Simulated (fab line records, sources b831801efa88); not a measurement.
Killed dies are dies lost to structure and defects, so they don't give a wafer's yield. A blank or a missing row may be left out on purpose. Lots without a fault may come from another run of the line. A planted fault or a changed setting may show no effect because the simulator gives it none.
fab line records | flow sfq_line
record lots=5 wafers=23
route steps=325 shown I5@228 C5@247 M6@256 I6@266 M7@282 I7@301
start_h: hours from the record's first day to the start of the lot's first wafer shown | wait_h: hours since the lot's step before | " the same as in the row above | L1.1+2: a row that stands for several wafers | - no value, or no start given | * or withheld: withheld | < > ~ a bound
route shown NAME@n: a module of which the file shows steps, and the number in the route of the first | usual: mean/standard deviation of fault-free wafers | same: alike in all rows | chamber/n: place in a boat | sites: the reading at each site | _std_site: their standard deviation | _edge_site: outer sites' mean less inner sites' | radius_mm: how far each site lies from the wafer's centre | mask NAME#n: copy n | behind: the tool/chamber that last shaped the wafer | hold: why the lot was held/for how many hours/how that ended | device: the transistor (n, p or np) that didn't switch | end of line: the same wafers' tests at the end of the route | a step without rows: its recipe alone | killed: dies lost to structure and defects at the first sort, not the wafer's yield | map: a wafer's dies, x killed, . not, _ none there
set.NAME: the setting as run; set.NAME@STEP: as run at that earlier step | model.NAME: the simulator's own value behind a step, which no gauge read
lots whose settings were changed on purpose; a table a step, a row a wafer
## steps
# step SFQ_TRILAYER_A5C_DEP_PECVD_142
# recipe material=SiO2 temp_c=150 time_s=15.556 pressure_torr=2.4 rf_w=183.3 precursor=SiH4/N2O target_thk_nm=70
# columns lot.wafer tool chamber start_h wait_h set.time_s model.SiO2_of_TRILAYER_A5C_DEP_PECVD_142.thk_nm
L074.1 pecvd-02 2 1185.17 0.0 14.38 63.99
L074.2 " 0 " " 14.38 64.03
L074.4 " 0 " " 14.38 64.88
L074.5 " 1 " " 15.556 70.37
L074.6 " 2 " " 15.556 70.46
L075.1 pecvd-01 1 1196.99 0.0 15.556 70.01
L075.2 " 2 " " 16.66 75.34
L075.3 " 0 " " 16.66 74.14
L075.4 " 2 " " 16.66 77.21
L075.6 " 1 " " 15.556 71.2
L080.1 pecvd-01 0 1224.79 0.0 14.71 65.21
L080.2 " 2 " " 14.71 67.1
L080.4 " 2 " " 15.556 71.3
L080.5 " 1 " " 14.71 67.45
L080.6 " 0 " " 15.556 71.1
L083.3 pecvd-02 0 1241.72 0.0 15.556 68.59
L083.4 " 2 " " 15.556 70.7
L083.6 " 0 " " 15.556 69.57
L085.2 pecvd-01 2 1251.34 0.0 15.556 70.21
L085.3 " 1 " " 15.556 68.89
L085.4 " 1 " " 17.33 78.87
L085.5 " 0 " " 17.33 78.18
L085.6 " 2 " " 17.33 79.15
# step SFQ_TRILAYER_I5_ETCH_VIA_ETCH_147
# recipe stop_on=Nb mask_material=PR chemistry=CHF3 target_depth_nm=360 source_w=500 bias_w=80 pressure_mtorr=30 time_s=withheld
# usual oes_product_au=0.990/0.0066
# columns lot.wafer tool chamber start_h wait_h set.bias_w set.time_s@TRILAYER_A5C_DEP_PECVD_142 oes_product_au model.I5.feature_depth_nm model.etch.depth_nm
L074.1 rie_diel-04 1 1304.59 0.0 80 * 0.999 360 -
L074.2 " 3 " " 80 * 0.992 360 -
L074.4 " 2 " " 71.46 * 0.970 340.3 -
L074.5 " 2 " " 71.46 * 0.961 338.7 -
L074.6 " 3 " " 71.46 * 0.983 347.3 347.3
L075.1 rie_diel-03 1 1314.19 0.0 80 * 0.993 360 -
L075.2 " 2 " " 75.88 * 0.978 348.4 -
L075.3 " 0 " " 80 * 0.987 354.9 -
L075.4 " 3 " " 80 * 0.987 360 -
L075.6 " 2 " " 75.88 * 0.971 349.9 -
L080.1 rie_diel-01 1 1346.72 0.0 80 * 0.995 360 -
L080.2 " 0 " " 70.4 * 0.973 345.3 -
L080.4 " 3 " " 70.4 * 0.962 340.6 -
L080.5 " 0 " " 70.4 * 0.976 343.7 343.7
L080.6 " 3 " " 80 * 0.992 357.1 357.1
L083.3 rie_diel-01 3 1370.28 0.0 80 * 0.985 349 349
L083.4 " 2 " " 80 * 0.990 353 353
L083.6 " 2 " " 80 * 0.981 356 356
L085.2 rie_diel-01 2 1381.08 0.0 83.34 * 0.988 358.5 -
L085.3 " 3 " " 80 * 0.981 344.6 344.6
L085.4 " 0 " " 80 * 0.981 358.2 358.2
L085.5 " 1 " " 80 * 0.985 356.1 -
L085.6 " 0 " " 83.34 * 0.996 360 360
# step SFQ_TRILAYER_C5_BARC_OPEN_VIA_ETCH_210
# recipe mask_material=PR chemistry=O2 target_depth_nm=125 target=BARC source_w=500 bias_w=80 pressure_mtorr=30 time_s=41.7
# columns lot.wafer tool chamber start_h wait_h set.source_w
L074.1+2+4+5+6 rie_diel-03 3,1,0,2,3 1307.80 0.0 500
L075.1+2+3 rie_diel-02 2,0,1 1317.40 0.0 500
L075.4+6 " 3,2 " " 444.7
L080.1+2+6 rie_diel-04 2,0,1 1369.04 0.0 541.9
L080.4+5 " 1,2 " " 500
L083.3+4+6 rie_diel-04 0,2,0 1373.49 0.0 500
L085.2+3+4+5+6 rie_diel-02 0,2,1,1,0 1385.49 0.0 500
# step SFQ_TRILAYER_C5_ETCH_VIA_ETCH_154
# recipe target=SiO2 mask_material=PR chemistry=CHF3 target_depth_nm=84 source_w=500 bias_w=80 pressure_mtorr=30 time_s=withheld stop_on=Nb
# usual oes_product_au=0.898/0.0088
# columns lot.wafer tool chamber start_h wait_h set.time_s@TRILAYER_A5C_DEP_PECVD_142 oes_product_au model.etch.depth_nm model.C5.feature_depth_nm
L074.1 rie_diel-03 3 1307.84 0.0 * 0.858 - 63.99
L074.2 " 1 " " * 0.859 - 64.03
L074.4 " 0 " " * 0.862 - 64.88
L074.5 " 2 " " * 0.897 - 70.37
L074.6 " 3 " " * 0.897 70.46 70.46
L075.1 rie_diel-02 2 1317.44 0.0 * 0.891 - 70.01
L075.2 " 0 " " * 0.941 - 75.34
L075.3 " 1 " " * 0.928 - 74.14
L075.4 " 3 " " * 0.953 - 77.21
L075.6 " 2 " " * 0.907 - 71.2
L080.1 rie_diel-04 2 1369.08 0.0 * 0.851 - 65.16
L080.2 " 0 " " * 0.871 - 67.05
L080.4 " 1 " " * 0.908 - 71.3
L080.5 " 2 " " * 0.874 67.45 67.45
L080.6 " 1 " " * 0.901 71.05 71.05
L083.3 rie_diel-04 0 1373.53 0.0 * 0.888 68.59 68.59
L083.4 " 2 " " * 0.901 70.7 70.7
L083.6 " 0 " " * 0.895 69.57 69.57
L085.2 rie_diel-02 0 1385.53 0.0 * 0.891 - 70.21
L085.3 " 2 " " * 0.882 68.89 68.89
L085.4 " 1 " " * 0.956 78.87 78.87
L085.5 " 1 " " * 0.957 - 78.18
L085.6 " 0 " " * 0.964 79.15 79.15
# step SFQ_TRILAYER_M6_LITHO_COAT_159
# recipe resist=KrF spin_rpm=3000 resist_thk_nm=600
# columns lot.wafer tool chamber start_h wait_h set.spin_rpm model.KrF_of_TRILAYER_M6_LITHO_COAT_159.thk_nm
L074.1 litho_track-02 0 1309.27 0.2 2860 612.1
L074.2 " 0 " " 3000 602.2
L074.4 " 0 " " 3000 599.8
L074.5 " 0 " " 2860 615.2
L074.6 " 0 " " 2860 614.2
L075.1 litho_track-02 0 1318.87 0.2 2894 611.4
L075.2 " 0 " " 3000 602.4
L075.3 " 0 " " 3000 601.8
L075.4 " 0 " " 2894 612.2
L075.6 " 0 " " 2894 612.6
L080.1 litho_track-03 0 1370.50 0.2 3000 596.5
L080.2 " 0 " " 3000 598.4
L080.4 " 0 " " 3000 597.7
L080.5 " 0 " " 3000 597.4
L080.6 " 0 " " 3000 598.5
L083.3 litho_track-02 0 1375.05 0.2 3000 598.3
L083.4 " 0 " " 3000 597.8
L083.6 " 0 " " 3000 598.1
L085.2+4 litho_track-03 0 1387.00 0.2 3000 601.2
L085.3 " 0 " " 3141 587.3
L085.5 " 0 " " 3141 587.5
L085.6 " 0 " " 3000 600.5
# step SFQ_TRILAYER_I6_DEP_PECVD_165
# recipe material=SiO2 temp_c=150 time_s=111.11 pressure_torr=2.4 rf_w=183.3 precursor=SiH4/N2O target_thk_nm=500
# columns lot.wafer tool chamber start_h wait_h set.time_s model.SiO2_of_TRILAYER_I6_DEP_PECVD_165.thk_nm
L074.1 pecvd-04 2 1447.80 0.0 125.5 560.4
L074.2 " 0 " " 111.11 491.2
L074.4 " 2 " " 125.5 566.4
L074.5 " 1 " " 111.11 500.1
L074.6 " 0 " " 111.11 504.8
L075.1 pecvd-01 1 1457.40 0.0 111.11 496.8
L075.2 " 2 " " 116.4 518.8
L075.3 " 0 " " 111.11 492
L075.4 " 2 " " 116.4 533.3
L075.6 " 0 " " 116.4 524.9
L080.1 pecvd-01 0 1499.65 0.0 103.4 464
L080.2 " 1 " " 111.11 491.7
L080.4 " 0 " " 103.4 467.4
L080.5 " 2 " " 103.4 475.7
L080.6 " 1 " " 111.11 502.2
L083.3 pecvd-01 2 1506.86 0.0 111.11 488.3
L083.4 " 1 " " 111.11 494.8
L083.6 " 0 " " 111.11 497.9
L085.2 pecvd-01 1 1520.06 0.0 125.9 551
L085.3 " 2 " " 125.9 554.1
L085.4 " 1 " " 125.9 559.8
L085.5+6 " 2,0 " " 111.11 498.4
# step SFQ_TRILAYER_I6_CMP_CMP_166
# recipe material=SiO2 down_force_psi=3 platen_rpm=60 pad_velocity_m_s=0.94248
# usual time_to_endpoint_s=216/9.4
# columns lot.wafer tool chamber start_h wait_h set.time_s@TRILAYER_I6_DEP_PECVD_165 time_to_endpoint_s
L074.2 cmp-01 2 1447.88 0.0 111.11 215
L074.4 " 3 " " 125.5 266
L074.1 " 0 " " 125.5 250
L074.5 " 2 1449.88 2.0 111.11 224
L074.6 " 3 " " 111.11 228
L075.1 cmp-02 1 1458.09 0.7 111.11 214
L075.2 " 2 " " 116.4 241
L075.3 " 3 " " 111.11 214
L075.4 " 0 " " 116.4 231
L075.6 " 1 " " 116.4 234
L080.1 cmp-02 1 1499.73 0.0 103.4 191
L080.2 " 2 " " 111.11 224
L080.4 " 0 1501.23 1.5 103.4 198
L080.6 " 1 " " 111.11 220
L080.5 " 2 " " 103.4 215
L083.3 cmp-02 2 1506.94 0.0 111.11 224
L083.4 " 0 1507.94 1.0 111.11 217
L083.6 " 2 1508.94 2.0 111.11 229
L085.3 cmp-02 2 1520.14 0.0 125.9 266
L085.2 " 3 " " 125.9 251
L085.4 " 1 1521.64 1.5 125.9 252
L085.6 " 2 " " 111.11 224
L085.5 " 3 " " 111.11 212
# step SFQ_TRILAYER_I6_VIA_LITHO_COAT_169
# recipe resist=KrF spin_rpm=3000 resist_thk_nm=650
# columns lot.wafer tool chamber start_h wait_h set.spin_rpm model.KrF_of_TRILAYER_I6_VIA_LITHO_COAT_169.thk_nm
L074.1 litho_track-04 0 1452.50 0.2 3000 648
L074.2 " 0 " " 3000 650.6
L074.4 " 0 " " 2849 664.7
L074.5 " 0 " " 2849 667.2
L074.6 " 0 " " 3000 649.1
L075.1 litho_track-01 0 1462.71 0.2 3000 650.4
L075.2 " 0 " " 3000 653.7
L075.3 " 0 " " 3000 651.7
L075.4 " 0 " " 3000 652.3
L075.6 " 0 " " 3000 651.1
L080.1 litho_track-02 0 1504.35 0.2 3000 651
L080.2+5 " 0 " " 3000 651.8
L080.4 " 0 " " 3000 651.5
L080.6 " 0 " " 3000 650.8
L083.3 litho_track-04 0 1511.66 0.2 3000 649.1
L083.4 " 0 " " 3000 649.2
L083.6 " 0 " " 3000 651.9
L085.2 litho_track-04 0 1524.81 0.2 2884 661.8
L085.3 " 0 " " 2884 663.4
L085.4 " 0 " " 3000 649.3
L085.5 " 0 " " 2884 662.2
L085.6 " 0 " " 3000 648.1
# step SFQ_TRILAYER_I6_VIA_BARC_OPEN_VIA_ETCH_235
# recipe mask_material=PR chemistry=O2 target_depth_nm=125 target=BARC source_w=500 bias_w=80 pressure_mtorr=30 time_s=41.7
# columns lot.wafer tool chamber start_h wait_h set.bias_w set.spin_rpm@TRILAYER_I6_VIA_LITHO_COAT_169 model.KrF_of_TRILAYER_I6_VIA_LITHO_COAT_169.thk_nm
L074.1 rie_diel-04 2 1575.61 0.0 80 3000 571.8
L074.2 " 3 " " 80 3000 574
L074.4 " 0 " " 80 2849 588.8
L074.5 " 2 " " 80 2849 591
L074.6 " 3 " " 80 3000 572.8
L075.1 rie_diel-01 0 1584.01 0.0 89.45 3000 571.7
L075.2 " 2 " " 89.45 3000 575.4
L075.3 " 1 " " 80 3000 575.2
L075.4 " 3 " " 80 3000 576.9
L075.6 " 3 " " 80 3000 575.4
L080.1 rie_diel-01 3 1621.39 0.0 87.92 3000 573.7
L080.2 " 2 " " 87.92 3000 574
L080.4 " 1 " " 80 3000 575.5
L080.5 " 2 " " 80 3000 575.3
L080.6 " 3 " " 80 3000 574.9
L083.3 rie_diel-02 1 1628.59 0.0 80 3000 572.4
L083.4 " 3 " " 80 3000 572.5
L083.6 " 2 " " 80 3000 574.8
L085.2 rie_diel-01 2 1640.59 0.0 80 2884 585.7
L085.3 " 0 " " 80 2884 586.7
L085.4 " 0 " " 80 3000 572.6
L085.5 " 3 " " 80 2884 586.8
L085.6 " 2 " " 80 3000 571.8
# step SFQ_TRILAYER_I6_VIA_ETCH_VIA_ETCH_172
# recipe target=SiO2 stop_on=Nb mask_material=PR taper_deg=20 chemistry=CHF3 target_depth_nm=260 source_w=500 bias_w=80 pressure_mtorr=30 time_s=withheld
# columns lot.wafer tool chamber start_h wait_h set.spin_rpm@TRILAYER_I6_VIA_LITHO_COAT_169 model.KrF_of_TRILAYER_I6_VIA_LITHO_COAT_169.thk_nm
L074.1 rie_diel-04 2 1575.65 0.0 3000 526.7
L074.2 " 3 " " 3000 528.6
L074.4 " 0 " " 2849 543.7
L074.5 " 2 " " 2849 545.8
L074.6 " 3 " " 3000 527.4
L075.1 rie_diel-01 0 1584.05 0.0 3000 526.9
L075.2 " 2 " " 3000 531.6
L075.3 " 1 " " 3000 531.2
L075.4 " 3 " " 3000 533.9
L075.6 " 3 " " 3000 532.3
L080.1 rie_diel-01 3 1621.43 0.0 3000 530.6
L080.2 " 2 " " 3000 530.2
L080.4+6 " 1,3 " " 3000 531.8
L080.5 " 2 " " 3000 531.4
L083.3 rie_diel-02 1 1628.63 0.0 3000 527.3
L083.4 " 3 " " 3000 527
L083.6 " 2 " " 3000 528.8
L085.2 rie_diel-01 2 1640.63 0.0 2884 541.6
L085.3 " 0 " " 2884 542.3
L085.4 " 0 " " 3000 528
L085.5 " 3 " " 2884 543
L085.6 " 2 " " 3000 527.3
# step SFQ_TRILAYER_M7_DEP_SPUTTER_175
# recipe material=Nb base_pressure_pa=1.33e-06 chamber_pressure_pa=0.1333 substrate_temp_c=20 target_thk_nm=200 power_w=2000 time_s=133.3
# columns lot.wafer tool chamber start_h wait_h set.power_w model.Nb_of_TRILAYER_M7_DEP_SPUTTER_175.thk_nm
L074.1 pvd_sputter-06 - 1576.59 0.0 1835 180.8
L074.2 " - " " 2000 198.5
L074.4 " - " " 2000 198.1
L074.5 " - " " 1835 181.6
L074.6 " - " " 2000 198.4
L075.1 pvd_sputter-04 - 1584.97 0.0 2000 198
L075.2 " - " " 2101 210.8
L075.3 " - " " 2101 210.7
L075.4 " - " " 2101 214
L075.6 " - " " 2000 201.8
L080.1 pvd_sputter-05 - 1622.35 0.0 2000 196.7
L080.2 " - " " 2000 198.6
L080.4 " - " " 2000 199.6
L080.5 " - " " 2000 197.3
L080.6 " - " " 2000 198.9
L083.3 pvd_sputter-04 - 1629.72 0.0 2000 200.7
L083.4 " - " " 2000 200.2
L083.6 " - " " 2000 201.1
L085.2 pvd_sputter-04 - 1641.56 0.0 2000 199
L085.3 " - " " 2000 199.7
L085.4 " - " " 2000 196
L085.5 " - " " 2000 201.6
L085.6 " - " " 2000 196.6
# step SFQ_M7_RS_MEAS_943
# recipe thk_meas_gauge=four-point-probe reads=Nb_of_TRILAYER_M7_DEP_SPUTTER_175
# usual M7_NB_RS=0.893/0.01
# columns lot.wafer tool chamber start_h wait_h set.power_w@TRILAYER_M7_DEP_SPUTTER_175 M7_NB_RS[ohm/sq]
L074.1 film_metro-03 - 1576.68 0.0 1835 0.988
L074.2 " - " " 2000 0.898
L074.4 " - " " 2000 0.898
L074.5 " - " " 1835 0.980
L074.6 " - " " 2000 0.900
L075.1 film_metro-01 - 1585.06 0.0 2000 0.899
L075.2 " - " " 2101 0.843
L075.3 " - " " 2101 0.843
L075.4 " - " " 2101 0.830
L075.6 " - " " 2000 0.880
L080.1 film_metro-03 - 1622.45 0.1 2000 0.906
L080.2 " - " " 2000 0.898
L080.4 " - " " 2000 0.893
L080.5 " - " " 2000 0.901
L080.6 " - " " 2000 0.895
L083.3 film_metro-01 - 1629.85 0.1 2000 0.886
L083.4 " - " " 2000 0.888
L083.6 " - " " 2000 0.883
L085.2 film_metro-01 - 1641.67 0.1 2000 0.892
L085.3 " - " " 2000 0.889
L085.4 " - " " 2000 0.908
L085.5 " - " " 2000 0.883
L085.6 " - " " 2000 0.903
# step SFQ_TRILAYER_M7_LITHO_PEB_180
# recipe peb_temp_c=115 peb_time_s=60 resist=KrF
# columns lot.wafer tool chamber start_h wait_h set.peb_temp_c
L074.1+2+4 litho_track-01 0 1685.85 1.0 115
L074.5+6 " 0 " " 111.6
L075.1+4 litho_track-03 0 - - 111.9
L075.2+3+6 " 0 " " 115
L080.1+2+4+5+6 litho_track-01 0 1729.20 1.0 115
L083.3+4+6 litho_track-01 0 1738.24 0.7 115
L085.2+5 litho_track-04 0 1749.01 0.8 118.6
L085.3+4+6 " 0 " " 115
# step SFQ_TRILAYER_M7_LITHO_DEVELOP_179
# recipe time_s=60 resist=KrF
# step SFQ_TRILAYER_M7_BARC_OPEN_METAL_ETCH_229
# recipe mask_material=PR chemistry=O2 target_depth_nm=125 target=BARC icp_w=600 bias_w=80 pressure_mtorr=10 time_s=41.7
# columns lot.wafer tool chamber start_h wait_h set.peb_temp_c@TRILAYER_M7_LITHO_PEB_180 model.M7.cd_nm
L074.1 rie_metal-01 1 1686.19 0.0 115 498.2
L074.2 " 0 " " 115 498.8
L074.4 " 0 " " 115 498.7
L074.5 " 1 " " 111.6 567.3
L074.6 " 0 " " 111.6 569.4
L075.1 rie_metal-03 1 1692.29 0.0 111.9 564
L075.2 " 1 " " 115 500.3
L075.3 " 1 " " 115 499.1
L075.4 " 1 " " 111.9 563.3
L075.6 " 1 " " 115 500.2
L080.1 rie_metal-01 0 1729.54 0.0 115 502.5
L080.2 " 1 " " 115 500.8
L080.4 " 0 " " 115 501.9
L080.5 " 1 " " 115 500.6
L080.6 " 0 " " 115 501.6
L083.3 rie_metal-02 0 1738.54 0.0 115 501.5
L083.4 " 1 " " 115 499.9
L083.6 " 0 " " 115 502.1
L085.2 rie_metal-02 1 1749.32 0.0 118.6 441.7
L085.3 " 1 " " 115 499.3
L085.4 " 0 " " 115 499.1
L085.5 " 0 " " 118.6 442.1
L085.6 " 1 " " 115 497.9
# step SFQ_TRILAYER_M7_ETCH_METAL_ETCH_180
# recipe target=Nb stop_on=SiO2 mask_material=PR chemistry=Cl2/Ar target_depth_nm=240 icp_w=584.1 bias_w=80 pressure_mtorr=10 time_s=120
# usual oes_product_au=0.892/0.0076
# columns lot.wafer tool chamber start_h wait_h set.power_w@TRILAYER_M7_DEP_SPUTTER_175 oes_product_au
L074.1 rie_metal-01 1 1686.25 0.0 1835 0.843
L074.2 " 0 " " 2000 0.892
L074.4 " 0 " " 2000 0.877
L074.5 " 1 " " 1835 0.838
L074.6 " 0 " " 2000 0.888
L075.1 rie_metal-03 1 1692.40 0.1 2000 0.890
L075.2 " 1 " " 2101 0.923
L075.3 " 1 " " 2101 0.924
L075.4 " 1 " " 2101 0.942
L075.6 " 1 " " 2000 0.900
L080.1 rie_metal-01 0 1729.60 0.0 2000 0.888
L080.2 " 1 " " 2000 0.893
L080.4 " 0 " " 2000 0.891
L080.5 " 1 " " 2000 0.890
L080.6 " 0 " " 2000 0.894
L083.3 rie_metal-02 0 1738.63 0.1 2000 0.893
L083.4 " 1 " " 2000 0.897
L083.6 " 0 " " 2000 0.901
L085.2 rie_metal-02 1 1749.38 0.0 2000 0.895
L085.3 " 1 " " 2000 0.892
L085.4 " 0 " " 2000 0.885
L085.5 " 0 " " 2000 0.893
L085.6 " 1 " " 2000 0.885
# step SFQ_TRILAYER_I7_VIA_LITHO_COAT_187
# recipe resist=KrF spin_rpm=3000 resist_thk_nm=650
# columns lot.wafer tool chamber start_h wait_h set.resist_thk_nm model.KrF_of_TRILAYER_I7_VIA_LITHO_COAT_187.thk_nm
L074.1 litho_track-02 0 1691.85 0.2 650 648.2
L074.2 " 0 " " 618.7 615.9
L074.4 " 0 " " 650 648.5
L074.5 " 0 " " 650 648.8
L074.6 " 0 " " 618.7 617.5
L075.1 litho_track-04 0 1698.73 0.2 673.6 675.2
L075.2 " 0 " " 650 649.5
L075.3 " 0 " " 673.6 673.5
L075.4 " 0 " " 673.6 676
L075.6 " 0 " " 650 651.8
L080.1 litho_track-03 0 1736.58 0.2 650 649.2
L080.2 " 0 " " 668.5 667
L080.4 " 0 " " 650 648.5
L080.5+6 " 0 " " 668.5 668.1
L083.3 litho_track-02 0 1744.28 0.2 650 645.4
L083.4 " 0 " " 650 649.1
L083.6 " 0 " " 650 647.6
L085.2 litho_track-03 0 1755.63 0.2 650 647.5
L085.3 " 0 " " 650 646.8
L085.4 " 0 " " 650 648.4
L085.5+6 " 0 " " 650 648.8
## key
split step=SFQ_TRILAYER_A5C_DEP_PECVD_142 setting=time_s stated=15.556 by=wafer
response step=SFQ_TRILAYER_A5C_DEP_PECVD_142 reading=model.SiO2_of_TRILAYER_A5C_DEP_PECVD_142.thk_nm change=+0.791 per=1% r=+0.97
response step=SFQ_TRILAYER_I5_ETCH_VIA_ETCH_147 reading=model.etch.depth_nm change=+1.44 per=1% r=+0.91
response step=SFQ_TRILAYER_C5_ETCH_VIA_ETCH_154 reading=oes_product_au change=+0.00604 per=1% r=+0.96
response step=SFQ_TRILAYER_C5_ETCH_VIA_ETCH_154 reading=model.etch.depth_nm change=+0.855 per=1% r=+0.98
response step=SFQ_TRILAYER_C5_ETCH_VIA_ETCH_154 reading=model.C5.feature_depth_nm change=+0.791 per=1% r=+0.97
split step=SFQ_TRILAYER_I5_ETCH_VIA_ETCH_147 setting=bias_w stated=80 by=wafer
response step=SFQ_TRILAYER_I5_ETCH_VIA_ETCH_147 reading=oes_product_au change=+0.00214 per=1% r=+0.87
response step=SFQ_TRILAYER_I5_ETCH_VIA_ETCH_147 reading=model.I5.feature_depth_nm change=+1.49 per=1% r=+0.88
split step=SFQ_TRILAYER_C5_BARC_OPEN_VIA_ETCH_210 setting=source_w stated=500 by=wafer
response none clear
split step=SFQ_TRILAYER_M6_LITHO_COAT_159 setting=spin_rpm stated=3000 by=wafer
response step=SFQ_TRILAYER_M6_LITHO_COAT_159 reading=model.KrF_of_TRILAYER_M6_LITHO_COAT_159.thk_nm change=-2.83 per=1% r=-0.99
split step=SFQ_TRILAYER_I6_DEP_PECVD_165 setting=time_s stated=111.11 by=wafer
response step=SFQ_TRILAYER_I6_DEP_PECVD_165 reading=model.SiO2_of_TRILAYER_I6_DEP_PECVD_165.thk_nm change=+4.65 per=1% r=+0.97
response step=SFQ_TRILAYER_I6_CMP_CMP_166 reading=time_to_endpoint_s change=* per=1% r=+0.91
split step=SFQ_TRILAYER_I6_VIA_LITHO_COAT_169 setting=spin_rpm stated=3000 by=wafer
response step=SFQ_TRILAYER_I6_VIA_LITHO_COAT_169 reading=model.KrF_of_TRILAYER_I6_VIA_LITHO_COAT_169.thk_nm change=-3.41 per=1% r=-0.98
response step=SFQ_TRILAYER_I6_VIA_BARC_OPEN_VIA_ETCH_235 reading=model.KrF_of_TRILAYER_I6_VIA_LITHO_COAT_169.thk_nm change=-3.49 per=1% r=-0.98
response step=SFQ_TRILAYER_I6_VIA_ETCH_VIA_ETCH_172 reading=model.KrF_of_TRILAYER_I6_VIA_LITHO_COAT_169.thk_nm change=-3.56 per=1% r=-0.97
split step=SFQ_TRILAYER_I6_VIA_BARC_OPEN_VIA_ETCH_235 setting=bias_w stated=80 by=wafer
response none clear
split step=SFQ_TRILAYER_M7_DEP_SPUTTER_175 setting=power_w stated=2000 by=wafer
response step=SFQ_TRILAYER_M7_DEP_SPUTTER_175 reading=model.Nb_of_TRILAYER_M7_DEP_SPUTTER_175.thk_nm change=+2.16 per=1% r=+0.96
response step=SFQ_M7_RS_MEAS_943 reading=M7_NB_RS change=-0.0102 per=1% r=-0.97
response step=SFQ_TRILAYER_M7_ETCH_METAL_ETCH_180 reading=oes_product_au change=+0.0058 per=1% r=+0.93
split step=SFQ_TRILAYER_M7_LITHO_PEB_180 setting=peb_temp_c stated=115 by=wafer
response step=SFQ_TRILAYER_M7_BARC_OPEN_METAL_ETCH_229 reading=model.M7.cd_nm change=-21.6 per=1% r=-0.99
split step=SFQ_TRILAYER_I7_VIA_LITHO_COAT_187 setting=resist_thk_nm stated=650 by=wafer
response step=SFQ_TRILAYER_I7_VIA_LITHO_COAT_187 reading=model.KrF_of_TRILAYER_I7_VIA_LITHO_COAT_187.thk_nm change=+6.63 per=1% r=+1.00
